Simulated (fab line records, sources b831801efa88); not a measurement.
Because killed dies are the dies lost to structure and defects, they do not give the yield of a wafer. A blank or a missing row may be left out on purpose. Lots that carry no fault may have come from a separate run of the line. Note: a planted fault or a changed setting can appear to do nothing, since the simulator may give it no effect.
Code-filled problem report in 8D (eight disciplines) form | flow sfqLine | the parts of the form that need people (team, actions taken, sign-off) are left out

== 1. PROBLEM STATEMENT ==
Mean of runLengthS at SFQ_TRILAYER_I3_VIA_BARC_OPEN_VIA_ETCH_121: 76.0 s across 4 wafers in 3 lots; on wafers with no fault it is 70.0 s (standard deviation 0.55). Measured from the usual mean, that is +11 standard deviations.
The step: etches BARC in O2, target depth 125 nm, time 41.7 s.
Seen first at day 47 16:16 on rieDiel-03, wafer L939.1. At this step, 45 wafers from 15 lots have a number in the record. The rule behind "out" and "out of limits": a value lying over 4 standard deviations away from the usual mean. The rest of the wafers with a number are treated as sound.

== 2. WHAT THIS IS AND IS NOT ==
question                    | is                             | is not
which readings at this step | runLengthS, oesProductAu       | drypumpMotorCurrentA
which lots                  | L939, L940, L942               | L928, L930, L931, L933, L934, L935, L936, L937, L938, L949, L950, L951
which wafers of those lots  | L939.1, L940.1, L940.6, L942.6 | L939.3, L939.5, L940.5, L942.3, L942.4
read on which tools         | rieDiel-03                     | rieDiel-01, rieDiel-04
when                        | from day 47 16:16              | up to then (29 sound wafers); but 12 sound wafers of L940, L942, L949, L950, L951 came after

== 3. THE SUSPECTS, EACH WITH WHAT RULES IT OUT ==
Counting: any tool at a process step up to the reading remains a suspect provided it ran every lot that is out. Sound lots after the first of them don't rule it out here, since some wafers of a struck lot are sound.
- rieDiel-03 at SFQ_TRILAYER_I3_VIA_BARC_OPEN_VIA_ETCH_121 (etches BARC in O2, target depth 125 nm, time 41.7 s): kept. Ran every lot that is out, first one L939 (day 47 16:16); last sound lot up to then L938 (day 47 05:28). On those wafers its own readings are out: oesProductAu, runLengthS.
Left after counting: rieDiel-03 at SFQ_TRILAYER_I3_VIA_BARC_OPEN_VIA_ETCH_121.

== 4. THE CAUSE (what the simulator had put in) ==
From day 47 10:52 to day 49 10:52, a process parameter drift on rieDiel-03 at SFQ_TRILAYER_I3_VIA_BARC_OPEN_VIA_ETCH_121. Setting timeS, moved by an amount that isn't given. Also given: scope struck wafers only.
The count eliminated every tool but this one.

== 5. THE CHAIN OF EFFECTS, in route order ==
Each row: a reading where the mean over the struck wafers with a number is more than 3 standard deviations away from the usual. Only readings whose record carries a usual standard deviation are examined. hours: median over the lots of the time between each lot's start at the first step of this table that gives one and its start at this step. sigmas: the change, counted in usual standard deviations.
hours | step                                       | reading      | usual      | on struck wafers | change | sigmas
0     | SFQ_TRILAYER_I3_VIA_BARC_OPEN_VIA_ETCH_121 | oesProductAu | 0.686 a.u. | 0.647            | -0.039 | -8.4
0     | SFQ_TRILAYER_I3_VIA_BARC_OPEN_VIA_ETCH_121 | runLengthS   | 70.0 s     | 76.0             | +6.0   | +11
Here are the process steps it includes:
- SFQ_TRILAYER_I3_VIA_BARC_OPEN_VIA_ETCH_121: etches BARC in O2, target depth 125 nm, time 41.7 s.
At these later measuring or inspecting steps, every struck wafer for which the step has a row has a number for every such reading, and none has moved that far: SFQ_M4_OVL_MEAS_926.

== 6. HOW IT WOULD HAVE BEEN CAUGHT EARLIER ==
The fault began at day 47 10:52; the first out-of-limits reading in this record came at day 47 16:16, 5 hours later.
